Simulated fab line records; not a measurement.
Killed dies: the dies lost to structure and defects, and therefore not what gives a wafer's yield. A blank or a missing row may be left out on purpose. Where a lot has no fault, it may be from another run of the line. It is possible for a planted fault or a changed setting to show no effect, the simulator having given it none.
Matching of chambers | flow sky130 | 4 sister chambers for SKY_FIELD_ISO_WET_ETCH_30 on wetBench-02
The step etches SiO2 in dHF, target depth 25 nm, time 50 s. 8 wafers are shown with their chamber, then 7 later ones without.

WAFERS WITH THEIR CHAMBER
wafer  | chamber | bathHeatDutyPct (%)
L705.4 | 1       | 6.9
L705.6 | 1       | 7.1
L710.4 | 3       | 5.2
L710.5 | 3       | 5.6
L711.5 | 2       | 8.5
L711.6 | 2       | 8.9
L722.1 | 0       | 6.1
L722.2 | 0       | 6.5

WAFERS WHOSE CHAMBER IS MISSING
wafer  | bathHeatDutyPct (%)
L722.3 | 6.8
L724.1 | 7.2
L724.2 | 6.5
L724.6 | 7.1
L727.3 | 5.5
L727.4 | 6.4
L727.6 | 6.4

WHICH CHAMBER EACH WENT THROUGH
wafer  | from the rows above     | in truth
L722.3 | can't be placed: 1 or 0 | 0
L724.1 | 1                       | 1
L724.2 | can't be placed: 0 or 1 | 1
L724.6 | 1                       | 1
L727.3 | 3                       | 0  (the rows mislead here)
L727.4 | can't be placed: 0 or 1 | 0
L727.6 | can't be placed: 0 or 1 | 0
Correct placement for 2 of the 7. Can't be placed from these rows: 4 (the true chamber is among the candidates in 4). 1 placed wrongly.
How it was worked out, from the rows above alone: a wafer's distance from a chamber is the root of the sum, over the readings, of the square of ((its reading less the chamber's mean) divided by the reading's scatter). If the next closest chamber is less than 2 further off than the closest, the wafer can't be placed; otherwise it belongs to the closest. For every chamber, the mean is computed from those of its wafers that are shown. The scatter: take each reading less its chamber's mean, square it, sum over the shown wafers, divide by the number of wafers less the number of chambers, and take the root.
